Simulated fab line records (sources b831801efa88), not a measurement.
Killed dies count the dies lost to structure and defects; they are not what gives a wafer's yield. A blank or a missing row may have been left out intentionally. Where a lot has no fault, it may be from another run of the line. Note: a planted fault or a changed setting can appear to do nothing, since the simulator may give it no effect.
Chamber matching -- flow sky130 -- SKY_PAD_OPEN_ETCH_07 on rieDiel-04 has 4 sister chambers
The step etches the open film in CF4/O2, stops on AlCu, target depth 725 nm, time 161.1 s. 8 wafers are shown with their chamber, then 8 later ones without.

## WAFERS WITH THEIR CHAMBER
wafer,chamber,drypumpMotorCurrentA (A),throttleValvePct (%)
L083.4,3,6.0,5.958
L085.1,0,5.5,5.959
L086.2,3,6.0,5.950
L086.6,0,5.5,5.980
L088.1,2,5.0,5.967
L088.4,1,6.5,5.949
L088.6,1,6.6,5.961
L089.2,2,5.0,5.969

## WAFERS WITHOUT THEIR CHAMBER
wafer,drypumpMotorCurrentA (A),throttleValvePct (%)
L089.4,6.0,5.958
L089.6,6.0,5.963
L090.1,6.6,5.962
L090.2,5.0,5.966
L090.6,5.5,5.969
L096.1,6.5,5.967
L096.3,5.0,5.970
L096.5,6.6,5.969

## THE CHAMBER EACH PASSED THROUGH
wafer,from the rows above,in truth
L089.4,3,3
L089.6,3,3
L090.1,1,1
L090.2,2,2
L090.6,0,0
L096.1,1,1
L096.3,2,2
L096.5,1,1
Correct placement for 8 of the 8. From these rows, 0 cannot be placed. Number placed wrongly: 0.
How it was worked out, from the rows above alone: a wafer's distance from a chamber is the root of the sum, over the readings, of the square of ((its reading less the chamber's mean) divided by the reading's scatter). The wafer belongs to the nearest chamber; if the next one is less than 2 further off, it can't be placed. For every chamber, the mean is computed from those of its wafers that are shown. The scatter: take each reading less its chamber's mean, square it, sum over the shown wafers, divide by the number of wafers less the number of chambers, and take the root.
